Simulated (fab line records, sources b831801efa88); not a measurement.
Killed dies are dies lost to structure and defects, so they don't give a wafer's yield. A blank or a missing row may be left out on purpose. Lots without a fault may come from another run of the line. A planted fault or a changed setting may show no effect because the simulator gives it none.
Chamber matching | flow gf180mcu | GF_V1_CMP_26 on cmp-02: 4 sister chambers
The step polishes, stops on SiO2, t overpolish 15 s, target thk 0 nm. 8 wafers are shown with their chamber, then 12 later ones without.

WAFERS WITH THEIR CHAMBER
wafer  | chamber | motor_current_A (A) | time_to_endpoint_s (s)
L087.4 | 0       | 9.6                 | 77
L088.1 | 1       | 12.4                | 84
L088.3 | 0       | 11.0                | 75
L089.2 | 2       | 11.1                | 81
L089.5 | 3       | 11.6                | 75
L090.2 | 3       | 12.0                | 72
L090.5 | 1       | 13.0                | 83
L090.6 | 2       | 11.1                | 81

WAFERS WITHOUT THEIR CHAMBER
wafer  | motor_current_A (A) | time_to_endpoint_s (s)
L092.1 | 11.3                | 83
L092.3 | 11.3                | 80
L092.6 | 10.4                | 87
L095.2 | 10.4                | 79
L095.3 | 11.1                | 85
L095.4 | 11.3                | 78
L096.2 | 11.8                | 80
L096.4 | 11.1                | 85
L096.6 | 11.0                | 77
L097.2 | 10.9                | 86
L097.5 | 11.0                | 84
L097.6 | 11.4                | 78

WHICH CHAMBER EACH WENT THROUGH
wafer  | from the rows above          | in truth
L092.1 | can't be placed: 2 or 1      | 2
L092.3 | 2                            | 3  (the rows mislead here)
L092.6 | can't be placed: 2 or 1      | 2
L095.2 | can't be placed: 2 or 0      | 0
L095.3 | can't be placed: 2 or 1      | 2
L095.4 | can't be placed: 2 or 0 or 3 | 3
L096.2 | can't be placed: 2 or 1      | 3
L096.4 | can't be placed: 2 or 1      | 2
L096.6 | can't be placed: 0 or 3 or 2 | 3
L097.2 | can't be placed: 1 or 2      | 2
L097.5 | can't be placed: 2 or 1      | 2
L097.6 | can't be placed: 2 or 0 or 3 | 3
Placed correctly: 0 of 12. Can't be placed from these rows: 11 (the true chamber is among the candidates in 10). Placed wrongly: 1.
How it was worked out, from the rows above alone: a wafer's distance from a chamber is the root of the sum, over the readings, of the square of ((its reading less the chamber's mean) divided by the reading's scatter). The wafer belongs to the nearest chamber; if the next one is less than 2 further off, it can't be placed. A chamber's mean is the mean of its shown wafers. The scatter: the root of (the sum of the squares of (reading less its chamber's mean) over the shown wafers, divided by (wafers less chambers)).
